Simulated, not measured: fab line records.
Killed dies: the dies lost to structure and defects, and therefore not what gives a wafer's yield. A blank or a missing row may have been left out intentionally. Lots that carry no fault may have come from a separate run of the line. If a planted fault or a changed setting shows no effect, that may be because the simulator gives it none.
Which tool did it? -- flow gf180mcu -- 18 wafers from 6 lots sampled at 3 of the route's 602 steps

== WHAT EACH GAUGE READ, for each wafer ==
GF_TOP_METAL_RS_MEAS_05: measures by four-point-probe.
lot,measured,on,TOP_METAL_ALCU_RS (ohm/sq)
L410,day 27 17:16,film metro-04,0.0321 0.0323 0.0323
L411,day 28 03:23,film metro-02,0.0326 0.0327 0.0329
L416,day 29 04:43,film metro-02,0.0332 0.0331 0.0330
L424,day 31 12:58,film metro-02,0.0326 0.0323 0.0322
L429,day 33 04:20,film metro-03,0.0326 0.0327 0.0327
L430,day 33 13:07,film metro-04,0.0330 0.0331 0.0330

== TOOL THAT RAN EACH LOT (tool first, then ch and the chambers of the sampled wafers, then the start) ==
lot,GF_M4_SPUTTER_01,GF_MIM_SPUTTER_02
L410,"pvd sputter-01, day 22 20:47","pvd sputter-04, day 24 20:57"
L411,"pvd sputter-03, day 23 08:14","pvd sputter-04, day 25 07:44"
L416,"pvd sputter-03, day 24 14:11","pvd sputter-01, day 26 12:08"
L424,"pvd sputter-04, day 27 07:32","pvd sputter-01, day 29 02:36"
L429,"pvd sputter-01, day 29 06:17","pvd sputter-02, day 30 22:17"
L430,"pvd sputter-04, day 29 18:11","pvd sputter-04, day 31 09:08"
- GF_M4_SPUTTER_01: material TiN, target thk 30 nm, time 25 s.
- GF_MIM_SPUTTER_02: material AlCu, target thk 450 nm, time 23.9 s.

== THE ANSWER, worked out from the rows above alone ==
Rule: what is usual is taken from the lots themselves. The widest of any qualifying gaps counts: lots, ordered by their means at a reading, are off when they make up no more than a third of the lots, leave a main group of 4 or more, and stand apart from it by 3 or more times the standard deviation of that group's means. Not used: any main group whose means are identical at the precision the tables above print for the reading. A lot without any number at a reading at which 4 lots or more have one is off too. All remaining lots with rows at the step are treated as sound.
Nothing can be told from this: no lot is off at any reading shown.

== WHAT THE SIMULATOR HAD INSERTED ==
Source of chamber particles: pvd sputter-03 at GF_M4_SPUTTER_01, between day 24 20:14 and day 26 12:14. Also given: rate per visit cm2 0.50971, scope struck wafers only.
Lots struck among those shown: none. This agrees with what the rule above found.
